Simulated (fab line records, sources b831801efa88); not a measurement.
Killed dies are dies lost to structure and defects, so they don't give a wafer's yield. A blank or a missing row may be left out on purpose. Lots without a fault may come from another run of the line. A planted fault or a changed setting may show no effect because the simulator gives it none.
Problem report in the 8D (eight disciplines) form, filled by code | flow gf180mcu | the parts of the form that need people (team, actions taken, sign-off) are left out

1. THE PROBLEM
HV_LDD_3_TW at GF_HV_LDD_TW_MEAS_38 reads a mean of 1482 on 6 wafers of 2 lots; wafers without a fault read 1438 with a standard deviation of 7.3. That is +6.0 standard deviations from the usual mean.
First seen on wafer L853.1, day 16 17:42, on film_metro-03. The record holds 36 wafers of 12 lots with a number at this step. Rule for "out", or "out of limits": more than 4 standard deviations from the usual mean. The other wafers with a number count as sound.

2. WHAT IT IS AND WHAT IT IS NOT
question                    | is                           | is not
which readings at this step | HV_LDD_3_TW                  | -
which lots                  | L853, L855                   | L841, L842, L844, L845, L846, L847, L848, L849, L850, L851
which wafers of those lots  | all that have a number       | -
read on which gauges        | film_metro-02, film_metro-03 | film_metro-01
when                        | from day 16 17:42            | up to then (30 sound wafers)

3. SUSPECTS, AND WHAT RULES EACH OUT
Counting: a tool at a process step up to the reading stays a suspect if it ran every lot that is out and no sound lot after the first of them.
- the gauge at GF_HV_LDD_TW_MEAS_38: ruled out. The wafers that are out were read on 2 gauges (film_metro-02, film_metro-03).
- implanter-03 at GF_HV_LDD_IMPLANT_36: kept. It ran every lot that is out, first L853 (day 16 17:27), and no sound lot after that; its last sound lot up to then is L851 (day 16 02:41). Its own readings are out on those wafers: dose_ions_cm2, faraday_current_uA.
Left after counting: implanter-03 at GF_HV_LDD_IMPLANT_36.

4. THE CAUSE (what the simulator had put in)
Process parameter drift: implanter-03, from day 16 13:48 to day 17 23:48, at GF_HV_LDD_IMPLANT_36. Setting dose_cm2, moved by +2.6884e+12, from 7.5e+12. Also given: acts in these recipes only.
Counting left only this tool.

5. THE CHAIN OF EFFECTS, in route order
Each row: a reading whose mean over the struck wafers that have a number lies more than 3 standard deviations from the usual. Only readings for which the record gives a usual standard deviation are gone through. hours: the time from each lot's start at the first step in this table that gives one to its start at this step, as a median over the lots. sigmas: the change in usual standard deviations.
hours | step                 | reading            | usual        | on struck wafers | change     | sigmas
0     | GF_HV_LDD_IMPLANT_36 | dose_ions_cm2      | 7.501e+12    | 1.019e+13        | +2.687e+12 | +99 or more
0     | GF_HV_LDD_IMPLANT_36 | faraday_current_uA | 42.4         | 57.3             | +14.9      | +18
0     | GF_HV_LDD_TW_MEAS_38 | HV_LDD_3_TW        | 1438         | 1482             | +44        | +6.0
24    | GF_HV_LDD_RS_MEAS_53 | HV_LDD_RS          | 418.3 ohm/sq | 412.3            | -6.0       | -6.1
The process steps in it:
- GF_HV_LDD_IMPLANT_36

6. WHAT WOULD HAVE CAUGHT IT SOONER
In this record the first reading out of limits at a measuring or inspecting step was taken at day 16 17:42, 4 hours after the fault began at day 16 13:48.
The tool's own readings at GF_HV_LDD_IMPLANT_36 were out on every struck wafer that the step has a row for (dose_ions_cm2, faraday_current_uA): an alarm limit on them would have fired on the first of those.
Of the lots that are out (2), L855 began GF_HV_LDD_IMPLANT_36 on implanter-03 after day 16 17:42. A hold on the tool at that time would have spared it.
